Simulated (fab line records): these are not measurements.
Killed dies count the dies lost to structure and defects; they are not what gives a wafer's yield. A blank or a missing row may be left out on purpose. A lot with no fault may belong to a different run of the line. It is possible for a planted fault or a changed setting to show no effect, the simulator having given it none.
Problem report, 8D (eight disciplines) form, completed by code | flow sky130 | the parts of the form that need people (team, actions taken, sign-off) are left out

## 1. WHAT WENT WRONG
Mean NWELL_01_OVL at SKY_NWELL_OVL_MEAS_23: 94.2 nm over 12 wafers in 4 lots; fault-free wafers: -0.7 nm, standard deviation 1.4. That is +68 standard deviations from the usual mean.
Seen first at day 7 14:03 on overlay-02, wafer L859.1. Wafers with a number at this step in the record: 36, from 12 lots. Rule for "out" (also "out of limits"): further than 4 standard deviations from the usual mean. Any other wafer with a number is counted as sound.

## 2. WHAT IT IS, AND WHAT IT ISN'T
question                    | is                     | is not
which readings at this step | NWELL_01_OVL           | -
which lots                  | L859, L861, L862, L866 | L852, L853, L854, L855, L858, L863, L869, L872
which wafers of those lots  | all that have a number | -
read on which gauges        | overlay-01, overlay-02 | -
when                        | from day 7 14:03       | up to then (15 sound wafers); but 9 sound wafers of L863, L869, L872 came after

## 3. WHAT RULES OUT EACH SUSPECT
Counting: any tool at a process step up to the reading is kept as a suspect provided that every lot that is out went through it and no sound lot did after the first of them.
- the gauge at SKY_NWELL_OVL_MEAS_23: ruled out. Those wafers that are out were read across 2 gauges (overlay-01, overlay-02).
- iline-stepper-01 at SKY_NWELL_EXPOSE_20 (exposes mask NWM COMPLEMENT, target cd 840 nm): kept. It processed each lot that is out, first L859 at day 7 04:50, and no sound lot thereafter; up to then, the last sound lot it processed was L858 at day 7 00:22.
Remaining after the count: iline-stepper-01 at SKY_NWELL_EXPOSE_20.

## 4. THE CAUSE (what the simulator had put in)
Scanner matching overlay: iline-stepper-01, from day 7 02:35 on, at SKY_NWELL_EXPOSE_20. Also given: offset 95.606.
Counting left only this tool.

## 5. SEQUENCE OF EFFECTS, ordered by route
Each row: a reading whose mean over the struck wafers that have a number lies more than 3 standard deviations from the usual. Scope: only readings with a usual standard deviation given in the record; hours: median across lots of the time from each lot's start at the first step in this table that gives one to its start at this step; sigmas: change in usual standard deviations.
hours | step                  | reading      | usual   | on struck wafers | change | sigmas
0     | SKY_NWELL_OVL_MEAS_23 | NWELL_01_OVL | -0.7 nm | 94.2             | +94.9  | +68

## 6. HOW IT WOULD HAVE BEEN CAUGHT EARLIER
11 hours passed between the start of the fault at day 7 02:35 and the first reading out of limits at a measuring or inspecting step in this record, taken at day 7 14:03.
Of the lots that are out (4), L861, L862, L866 began SKY_NWELL_EXPOSE_20 on iline-stepper-01 after day 7 14:03. A hold on the tool at that time would have spared those 3.
